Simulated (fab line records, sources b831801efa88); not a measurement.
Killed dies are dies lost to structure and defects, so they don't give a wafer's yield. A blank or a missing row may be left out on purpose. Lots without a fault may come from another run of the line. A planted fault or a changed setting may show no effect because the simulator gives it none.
Chamber matching | flow gf180mcu | GF_V5_CMP_26 on cmp-02: 4 sister chambers
The step polishes, stops on SiO2, t overpolish 15 s, target thk 0 nm. 8 wafers are shown with their chamber, then 8 later ones without.

WAFERS WITH THEIR CHAMBER
wafer  | chamber | motor_current_A (A) | time_to_endpoint_s (s)
L421.3 | 3       | 11.9                | 87
L421.4 | 2       | 11.5                | 85
L420.1 | 2       | 11.9                | 89
L420.2 | 3       | 11.9                | 89
L420.4 | 1       | 10.4                | 84
L422.3 | 1       | 9.9                 | 88
L422.5 | 0       | 12.7                | 88
L426.1 | 0       | 12.9                | 93

WAFERS WITHOUT THEIR CHAMBER
wafer  | motor_current_A (A) | time_to_endpoint_s (s)
L426.2 | 9.9                 | 87
L426.3 | 11.3                | 95
L425.2 | 13.2                | 92
L425.5 | 12.5                | 93
L425.6 | 9.9                 | 90
L428.3 | 9.6                 | 82
L428.5 | 13.0                | 85
L428.6 | 11.3                | 86

WHICH CHAMBER EACH WENT THROUGH
wafer  | from the rows above     | in truth
L426.2 | 1                       | 1
L426.3 | can't be placed: 2 or 3 | 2
L425.2 | 0                       | 0
L425.5 | can't be placed: 0 or 3 | 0
L425.6 | 1                       | 1
L428.3 | 1                       | 1
L428.5 | 0                       | 0
L428.6 | can't be placed: 2 or 3 | 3
Placed correctly: 5 of 8. Can't be placed from these rows: 3 (the true chamber is among the candidates in 3). Placed wrongly: 0.
How it was worked out, from the rows above alone: a wafer's distance from a chamber is the root of the sum, over the readings, of the square of ((its reading less the chamber's mean) divided by the reading's scatter). The wafer belongs to the nearest chamber; if the next one is less than 2 further off, it can't be placed. A chamber's mean is the mean of its shown wafers. The scatter: the root of (the sum of the squares of (reading less its chamber's mean) over the shown wafers, divided by (wafers less chambers)).
